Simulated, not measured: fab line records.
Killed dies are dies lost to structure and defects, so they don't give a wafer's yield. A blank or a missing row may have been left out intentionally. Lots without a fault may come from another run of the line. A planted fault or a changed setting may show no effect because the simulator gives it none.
Chamber matching || flow sfqLine || 4 sister chambers for SFQ_TRILAYER_A5B_CMP_CMP_130 on cmp-01
The step polishes, stops on Nb, target thk 340.7 nm. 8 wafers are shown with their chamber, then 8 later ones without.

## WAFERS, EACH WITH ITS CHAMBER
{"wafer": "L551.2", "chamber": 3, "motorCurrentA (A)": 10.9, "slurryFilterDpKPa (kPa)": 13.47}
{"wafer": "L553.2", "chamber": 2, "motorCurrentA (A)": 11.1, "slurryFilterDpKPa (kPa)": 13.67}
{"wafer": "L553.3", "chamber": 1, "motorCurrentA (A)": 9.8, "slurryFilterDpKPa (kPa)": 13.61}
{"wafer": "L553.4", "chamber": 3, "motorCurrentA (A)": 10.0, "slurryFilterDpKPa (kPa)": 13.54}
{"wafer": "L554.1", "chamber": 0, "motorCurrentA (A)": 9.9, "slurryFilterDpKPa (kPa)": 13.56}
{"wafer": "L554.3", "chamber": 2, "motorCurrentA (A)": 10.6, "slurryFilterDpKPa (kPa)": 13.58}
{"wafer": "L554.5", "chamber": 0, "motorCurrentA (A)": 9.7, "slurryFilterDpKPa (kPa)": 13.67}
{"wafer": "L558.2", "chamber": 1, "motorCurrentA (A)": 10.2, "slurryFilterDpKPa (kPa)": 13.53}

## WAFERS WITHOUT THEIR CHAMBER
{"wafer": "L558.5", "motorCurrentA (A)": 10.5, "slurryFilterDpKPa (kPa)": 13.53}
{"wafer": "L558.6", "motorCurrentA (A)": 9.3, "slurryFilterDpKPa (kPa)": 13.29}
{"wafer": "L561.4", "motorCurrentA (A)": 11.0, "slurryFilterDpKPa (kPa)": 13.78}
{"wafer": "L561.5", "motorCurrentA (A)": 9.5, "slurryFilterDpKPa (kPa)": 13.59}
{"wafer": "L561.6", "motorCurrentA (A)": 11.1, "slurryFilterDpKPa (kPa)": 13.58}
{"wafer": "L567.3", "motorCurrentA (A)": 9.7, "slurryFilterDpKPa (kPa)": 13.34}
{"wafer": "L567.5", "motorCurrentA (A)": 10.0, "slurryFilterDpKPa (kPa)": 13.55}
{"wafer": "L567.6", "motorCurrentA (A)": 11.0, "slurryFilterDpKPa (kPa)": 13.58}

## EACH ONE'S CHAMBER
{"wafer": "L558.5", "from the rows above": "can't be placed: 3 or 1 or 2 or 0", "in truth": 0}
{"wafer": "L558.6", "from the rows above": "can't be placed: 3 or 1 or 0", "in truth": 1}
{"wafer": "L561.4", "from the rows above": "can't be placed: 2 or 0 or 1", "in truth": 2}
{"wafer": "L561.5", "from the rows above": "can't be placed: 0 or 1 or 3", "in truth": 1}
{"wafer": "L561.6", "from the rows above": "can't be placed: 2 or 3 or 1", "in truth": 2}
{"wafer": "L567.3", "from the rows above": "can't be placed: 3 or 1 or 0", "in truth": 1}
{"wafer": "L567.5", "from the rows above": "can't be placed: 1 or 0 or 3", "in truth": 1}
{"wafer": "L567.6", "from the rows above": "can't be placed: 2 or 3 or 1", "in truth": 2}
Correctly placed: 0 of 8. Can't be placed from these rows: 8 (the true chamber is among the candidates in 8). Wrongly placed: 0.
How it was worked out, from the rows above alone: a wafer's distance from a chamber is the root of the sum, over the readings, of the square of ((its reading less the chamber's mean) divided by the reading's scatter). If the next closest chamber is less than 2 further off than the closest, the wafer can't be placed; otherwise it belongs to the closest. The mean given for a chamber averages the wafers shown for that chamber. The scatter: take each reading less its chamber's mean, square it, sum over the shown wafers, divide by the number of wafers less the number of chambers, and take the root.
